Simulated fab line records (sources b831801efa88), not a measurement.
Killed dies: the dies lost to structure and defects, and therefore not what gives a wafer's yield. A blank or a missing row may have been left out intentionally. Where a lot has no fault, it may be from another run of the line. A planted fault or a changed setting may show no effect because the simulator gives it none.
One fault seen from 2 desks ; flow sky130 ; every desk sees just its own numbers, and what lay behind them comes last

## AT THE TOOL OWNER'S DESK: cvd w-02
The tool's own readings at SKY_VIA1_CVD_21 (deposits W, target thk 270 nm, time 80.902 s): means of the sampled wafers that have a number, for each lot that ran on this tool. Any lot whose mean is over 4 standard deviations away from the usual mean is out of limits and marked OUT; that distance is given in the brackets.
Columns: A = chamber pressure Torr at SKY_VIA1_CVD_21, usual 40.00 Torr; B = heater power w at SKY_VIA1_CVD_21, usual 968 W
lot;first seen here;A;B
L382;day 35 18:45;40.06;1039
L384;day 36 15:04;40.05;1024
L386;day 36 16:14;40.03;1018
L391;day 38 02:56;39.92;1020
L390;day 38 04:37;39.93;1036
L402;day 41 03:27;39.92;984
L401;day 41 06:41;40.03;986
This desk's finding: nothing out of limits on any of the 7 lots.

## AT THE METROLOGY DESK
Means of the sampled wafers that have a number, per lot and without regard to the tool the lot ran on: this is what the gauges read. Any lot whose mean is over 4 standard deviations away from the usual mean is out of limits and marked OUT; that distance is given in the brackets.
Columns: A = VIA1_W_RS at SKY_VIA1_RS_MEAS_22, usual 0.425 ohm/sq; B = VIA1_W_THK at SKY_VIA1_THK_MEAS_23, usual 273 nm
lot;first seen here;A;B
L382;day 35 18:51;0.423;275
L384;day 36 15:09;0.426;272
L385;day 36 15:59;0.421;275
L386;day 36 16:20;0.430;269
L391;day 38 03:04;0.717 (+48) OUT;212 (-16) OUT
L390;day 38 04:43;1.000 (+94) OUT;153 (-31) OUT
L394;day 39 00:14;0.430;270
L400;day 40 21:31;0.424;275
L402;day 41 03:34;0.432;270
L401;day 41 06:49;0.432;270
This desk's finding: out of limits on L390, L391; first on L391, day 38 03:04 (VIA1_W_RS at SKY_VIA1_RS_MEAS_22). In limits: L382, L384, L385, L386, L394, L400, L402, L401.

## PUT TOGETHER
An alarm was possible from the metrology desk at day 38 03:04, on L390, L391.
Nothing out of limits was seen by the tool owner's desk.
Tool owner's desk: L390, L391 on record, inside its limits.
Every lot named ran SKY_VIA1_CVD_21 on cvd w-02.

## WHAT THE SIMULATOR HAD PUT IN
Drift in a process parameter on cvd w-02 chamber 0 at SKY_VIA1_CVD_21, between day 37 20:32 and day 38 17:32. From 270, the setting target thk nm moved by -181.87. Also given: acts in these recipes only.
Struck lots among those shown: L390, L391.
Per desk, hours elapsed from the start of the fault to the first reading out of limits: for the metrology desk, 7.
